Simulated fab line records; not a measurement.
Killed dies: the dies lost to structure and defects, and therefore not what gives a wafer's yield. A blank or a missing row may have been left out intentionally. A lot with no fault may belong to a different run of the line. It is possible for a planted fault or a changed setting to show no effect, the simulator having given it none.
Problem report in the 8D (eight disciplines) form, filled by code | flow sky130 | the parts of the form that need people (team, actions taken, sign-off) are left out

== 1. PROBLEM STATEMENT ==
rotationDeg at SKY_LDD_N_IMPLANT_13 reads a mean of 283.447 degrees on 6 wafers of 2 lots; wafers without a fault read 90.000 degrees with a standard deviation of 0.026. So: +99 or more standard deviations from the usual mean.
The first sign was on wafer L355.3 at day 24 01:49, on implanter-02. The record holds 39 wafers of 13 lots with a number at this step. By rule, "out" or "out of limits" means more than 4 standard deviations away from the usual mean. The rest of the wafers with a number are treated as sound.

== 2. WHAT IT IS AND WHAT IT IS NOT ==
question                    | is                     | is not
which readings at this step | rotationDeg            | -
which lots                  | L355, L357             | L338, L340, L341, L342, L343, L344, L345, L346, L347, L350, L361
which wafers of those lots  | all that have a number | -
read on which tools         | implanter-02           | implanter-01, implanter-04
when                        | from day 24 01:49      | up to then (30 sound wafers); but 3 sound wafers of L361 came after

== 3. WHAT RULES OUT EACH SUSPECT ==
Counting: a tool stays on the suspect list if, at a process step up to the reading, it processed all lots that are out and no sound lot following the first of them.
- implanter-02 at SKY_LDD_N_IMPLANT_13: kept. Every lot that is out went through it, starting with L355 (day 24 01:49), and after that it ran no sound lot; the last sound lot it ran before then is L350 (day 22 03:49). On those wafers its own readings are out: rotationDeg.
Remaining after the count: implanter-02 at SKY_LDD_N_IMPLANT_13.

== 4. THE CAUSE (what the simulator had put in) ==
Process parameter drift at SKY_LDD_N_IMPLANT_13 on implanter-02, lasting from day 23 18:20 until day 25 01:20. Setting rotationDeg shifted by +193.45 from 90. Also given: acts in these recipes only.
After counting, this tool was the only one left.

== 5. SEQUENCE OF EFFECTS, ordered by route ==
Each row: a reading where the mean over the struck wafers with a number is more than 3 standard deviations away from the usual. Only readings for which the record gives a usual standard deviation are gone through. hours: the time from each lot's start at the first step in this table that gives one to its start at this step, as a median over the lots. sigmas: the change in usual standard deviations.
hours | step                 | reading     | usual          | on struck wafers | change   | sigmas
0     | SKY_LDD_N_IMPLANT_13 | rotationDeg | 90.000 degrees | 283.447          | +193.447 | +99 or more
Its process steps:
- SKY_LDD_N_IMPLANT_13
Later measuring or inspecting steps at which every struck wafer that the step has a row for has a number for every such reading, and none has moved that far: SKY_LDD_N_TW_MEAS_17, SKY_LDD_HVN_OVL_MEAS_07.

== 6. HOW IT WOULD HAVE BEEN CAUGHT EARLIER ==
In this record the first reading out of limits was taken at day 24 01:49, 7 hours after the fault began at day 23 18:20.
